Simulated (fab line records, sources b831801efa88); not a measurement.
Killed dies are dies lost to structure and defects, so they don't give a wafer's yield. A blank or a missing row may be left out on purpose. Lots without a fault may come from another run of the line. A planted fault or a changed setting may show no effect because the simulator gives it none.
Chamber matching | flow gf180mcu | GF_SAB_CVD_00 on pecvd-02: 3 sister chambers
The step deposits SiO2 from TEOS, target thk 50 nm, time 4.9302 s. 6 wafers are shown with their chamber, then 7 later ones without.

WAFERS WITH THEIR CHAMBER
wafer  | chamber | heater_power_w (W)
L788.4 | 2       | 739
L790.2 | 2       | 721
L794.4 | 1       | 659
L794.5 | 0       | 665
L797.2 | 0       | 590
L797.5 | 1       | 722

WAFERS WITHOUT THEIR CHAMBER
wafer  | heater_power_w (W)
L797.6 | 579
L798.1 | 628
L798.2 | 676
L798.5 | 680
L800.1 | 595
L800.5 | 594
L800.6 | 612

WHICH CHAMBER EACH WENT THROUGH
wafer  | from the rows above          | in truth
L797.6 | can't be placed: 0 or 1      | 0
L798.1 | can't be placed: 0 or 1      | 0
L798.2 | can't be placed: 1 or 0 or 2 | 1
L798.5 | can't be placed: 1 or 2 or 0 | 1
L800.1 | can't be placed: 0 or 1      | 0
L800.5 | can't be placed: 0 or 1      | 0
L800.6 | can't be placed: 0 or 1      | 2
Placed correctly: 0 of 7. Can't be placed from these rows: 7 (the true chamber is among the candidates in 6). Placed wrongly: 0.
How it was worked out, from the rows above alone: a wafer's distance from a chamber is the root of the sum, over the readings, of the square of ((its reading less the chamber's mean) divided by the reading's scatter). The wafer belongs to the nearest chamber; if the next one is less than 2 further off, it can't be placed. A chamber's mean is the mean of its shown wafers. The scatter: the root of (the sum of the squares of (reading less its chamber's mean) over the shown wafers, divided by (wafers less chambers)).
